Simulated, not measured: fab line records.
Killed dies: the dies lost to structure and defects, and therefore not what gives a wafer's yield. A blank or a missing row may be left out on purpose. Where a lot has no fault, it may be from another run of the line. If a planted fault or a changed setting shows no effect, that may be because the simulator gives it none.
Split-lot experiment :: flow sfq-line :: on a route of 325 steps: 5 lots, 22 wafers read

ABOUT THE SPLIT
At SFQ_TRILAYER_M7_LITHO_EXPOSE_178 (exposes mask M7, target cd 500 nm), the setting dose-mj was moved away from the recipe's 14.4 on 10 of the 22 wafers read, by -6.2% to +3.0%. The other wafers ran this setting at the recipe's value.

FROM THE SPLIT TO THE READING: what the file shows between them, 2 steps
- SFQ_TRILAYER_M7_LITHO_PEB_180: peb time 60 s
- SFQ_TRILAYER_M7_LITHO_DEVELOP_179: time 60 s

THE READING
M7.cd-nm (the simulator's own value, which no gauge read), in nm, at SFQ_TRILAYER_M7_BARC_OPEN_METAL_ETCH_229 (etches BARC in O2, target depth 125 nm, time 41.7 s). No usual value for it is given in the file. Average 501.5 nm, standard deviation 0.89 nm, over the 12 wafers here run with the recipe.

wafer: L074.1
tool, chamber at the split: krf-scanner-02, 0
dose-mj as run: 14.83
against the recipe: +3.0%
M7.cd-nm, nm: 496.1
against lot-mates on the recipe: -4.4

wafer: L074.2
tool, chamber at the split: krf-scanner-02, 0
dose-mj as run: 14.4
against the recipe: recipe
M7.cd-nm, nm: 500.3
against lot-mates on the recipe: -

wafer: L074.3
tool, chamber at the split: krf-scanner-02, 0
dose-mj as run: 14.4
against the recipe: recipe
M7.cd-nm, nm: 500.7
against lot-mates on the recipe: -

wafer: L074.4
tool, chamber at the split: krf-scanner-02, 0
dose-mj as run: 14.83
against the recipe: +3.0%
M7.cd-nm, nm: 496.7
against lot-mates on the recipe: -3.8

wafer: L074.5
tool, chamber at the split: krf-scanner-02, 0
dose-mj as run: 14.83
against the recipe: +3.0%
M7.cd-nm, nm: 494.5
against lot-mates on the recipe: -6.0

wafer: L075.1
tool, chamber at the split: krf-scanner-02, 0
dose-mj as run: 14.4
against the recipe: recipe
M7.cd-nm, nm: 500.6
against lot-mates on the recipe: -

wafer: L075.3
tool, chamber at the split: krf-scanner-02, 0
dose-mj as run: 13.92
against the recipe: -3.3%
M7.cd-nm, nm: 506.5
against lot-mates on the recipe: +5.4

wafer: L075.4
tool, chamber at the split: krf-scanner-02, 0
dose-mj as run: 13.92
against the recipe: -3.3%
M7.cd-nm, nm: 506.7
against lot-mates on the recipe: +5.6

wafer: L075.5
tool, chamber at the split: krf-scanner-02, 0
dose-mj as run: 14.4
against the recipe: recipe
M7.cd-nm, nm: 501.6
against lot-mates on the recipe: -

wafer: L075.6
tool, chamber at the split: krf-scanner-02, 0
dose-mj as run: 13.92
against the recipe: -3.3%
M7.cd-nm, nm: 506.4
against lot-mates on the recipe: +5.3

wafer: L079.1
tool, chamber at the split: krf-scanner-02, 0
dose-mj as run: 14.4
against the recipe: recipe
M7.cd-nm, nm: 501.4
against lot-mates on the recipe: -

wafer: L079.2
tool, chamber at the split: krf-scanner-02, 0
dose-mj as run: 14.4
against the recipe: recipe
M7.cd-nm, nm: 502.1
against lot-mates on the recipe: -

wafer: L079.5
tool, chamber at the split: krf-scanner-02, 0
dose-mj as run: 14.4
against the recipe: recipe
M7.cd-nm, nm: 503.5
against lot-mates on the recipe: -

wafer: L082.1
tool, chamber at the split: krf-scanner-01, 0
dose-mj as run: 14.4
against the recipe: recipe
M7.cd-nm, nm: 500.5
against lot-mates on the recipe: -

wafer: L082.2
tool, chamber at the split: krf-scanner-01, 0
dose-mj as run: 14.4
against the recipe: recipe
M7.cd-nm, nm: 501.6
against lot-mates on the recipe: -

wafer: L082.4
tool, chamber at the split: krf-scanner-01, 0
dose-mj as run: 13.7
against the recipe: -4.9%
M7.cd-nm, nm: 508
against lot-mates on the recipe: +6.9

wafer: L082.5
tool, chamber at the split: krf-scanner-01, 0
dose-mj as run: 13.7
against the recipe: -4.9%
M7.cd-nm, nm: 509.3
against lot-mates on the recipe: +8.2

wafer: L085.1
tool, chamber at the split: krf-scanner-02, 0
dose-mj as run: 13.51
against the recipe: -6.2%
M7.cd-nm, nm: 512.5
against lot-mates on the recipe: +10.6

wafer: L085.2
tool, chamber at the split: krf-scanner-02, 0
dose-mj as run: 14.4
against the recipe: recipe
M7.cd-nm, nm: 501.4
against lot-mates on the recipe: -

wafer: L085.4
tool, chamber at the split: krf-scanner-02, 0
dose-mj as run: 13.51
against the recipe: -6.2%
M7.cd-nm, nm: 511.4
against lot-mates on the recipe: +9.5

wafer: L085.5
tool, chamber at the split: krf-scanner-02, 0
dose-mj as run: 14.4
against the recipe: recipe
M7.cd-nm, nm: 502.5
against lot-mates on the recipe: -

wafer: L085.6
tool, chamber at the split: krf-scanner-02, 0
dose-mj as run: 14.4
against the recipe: recipe
M7.cd-nm, nm: 501.9
against lot-mates on the recipe: -

FIT RESULTS
A straight line over all 22 wafers: M7.cd-nm changes by -1.67 nm for each +1% of dose-mj; r = -0.98; the points scatter about the line by 0.91 nm.
The same after taking each lot's own level away (the mean of its wafers on the recipe; 22 wafers): -1.6 nm for each +1%; r = -0.99; scatter 0.64 nm.
Per that fit: largest dose-mj move, reading shift of 9.9 nm.
The span of the lots' own levels, 500.50 to 502.33 nm, comes to 2.1 times the standard deviation stated above.
Hence the lot-to-lot level has little effect on the slope; both slopes agree.
Check: +9.73 nm against its lot-mates is what the line predicts for one of the wafers moved furthest among these (-6.2%) when that wafer is left out of the fit. It came out at +10.6 nm against them.

OTHER SPLITS APPLIED TO THESE WAFERS
Other splits were also applied to these wafers ahead of the reading. Each is held against what the fit with the lots' levels taken away leaves over:
other split on the same wafers: SFQ_TRILAYER_R5_LITHO_PEB_139 peb-temp-c
wafers away from the commonest value: 10
r with M7.cd-nm (lot level and that fit taken away): +0.08

other split on the same wafers: SFQ_TRILAYER_I5_LITHO_COAT_144 spin-rpm
wafers away from the commonest value: 11
r with M7.cd-nm (lot level and that fit taken away): +0.03

other split on the same wafers: SFQ_TRILAYER_M6_DEP_SPUTTER_157 time-s
wafers away from the commonest value: 6
r with M7.cd-nm (lot level and that fit taken away): -0.06

other split on the same wafers: SFQ_TRILAYER_I6_VIA_LITHO_COAT_169 spin-rpm
wafers away from the commonest value: 8
r with M7.cd-nm (lot level and that fit taken away): -0.09

THE FILE'S OWN FIT
M7.cd-nm changes by -1.61 nm for each +1% of dose-mj, r = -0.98.
